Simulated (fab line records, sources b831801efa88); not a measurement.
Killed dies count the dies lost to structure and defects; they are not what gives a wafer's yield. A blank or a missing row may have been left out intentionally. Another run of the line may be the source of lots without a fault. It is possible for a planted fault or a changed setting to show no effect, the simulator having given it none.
2 desks, one fault -- flow gf180mcu -- every desk sees just its own numbers, and what lay behind them comes last

## AT THE TOOL OWNER'S DESK: rie diel-04
The tool's own readings at GF_V1_ETCH_17 (etches SiO2 in C4F8/O2/Ar, stops on TiN, target depth 630 nm): means of the sampled wafers that have a number, for each lot that ran on this tool. Marked OUT: a lot whose mean sits more than 4 standard deviations from the usual mean, which makes it out of limits; the brackets give that distance.
Columns: A = oes product au at GF_V1_ETCH_17, usual 0.855 a.u.
lot,first seen here,A
L945,day 19 02:00,0.856
L955,day 23 03:00,0.853
L957,day 23 16:00,0.853
Result from this desk: across the 3 lots, nothing is out of limits.

## THE METROLOGY DESK
Means of the sampled wafers that have a number, per lot and without regard to the tool the lot ran on: this is what the gauges read. Marked OUT: a lot whose mean sits more than 4 standard deviations from the usual mean, which makes it out of limits; the brackets give that distance. Only the readings that lie furthest out on some lot appear, 7 of the 9 it has.
Columns: A = V1_BOW at GF_V1_BOW_MEAS_05, usual 83 um; B = cd nm at GF_V1_CD_MEAS_14, usual 260.4 nm; C = V1_OVL at GF_V1_OVL_MEAS_15, usual 0 nm; D = V1_W_RS at GF_V1_RS_MEAS_24, usual 0.329 ohm/sq; E = M2_ALCU_RS at GF_M2_RS_MEAS_05, usual 0.0698 ohm/sq; F = cd nm at GF_M2_CD_MEAS_14, usual 279.8 nm; G = M2_OVL at GF_M2_OVL_MEAS_15, usual 2 nm
lot,first seen here,A,B,C,D,E,F,G
L944,day 17 19:23,83,259.0,5,0.331,0.0703,281.0,6
L945,day 18 01:48,97,259.4,-10,0.325,0.0701,280.3,9
L954,day 21 20:48,75,262.0,0,0.328,0.0706,279.4,4
L955,day 22 04:39,90,259.2,3,0.328,0.0693,280.0,5
L957,day 22 17:52,82,261.5,0,0.330,0.0694,279.1,1
L964,day 24 19:44,84,260.1,-7,0.332,0.0704,276.8,3
Result from this desk: across the 6 lots, nothing is out of limits.

## BROUGHT TOGETHER
Nothing out of limits was seen by the tool owner's desk.
Metrology desk: nothing out of limits seen.

## WHAT THE SIMULATOR HAD INSERTED
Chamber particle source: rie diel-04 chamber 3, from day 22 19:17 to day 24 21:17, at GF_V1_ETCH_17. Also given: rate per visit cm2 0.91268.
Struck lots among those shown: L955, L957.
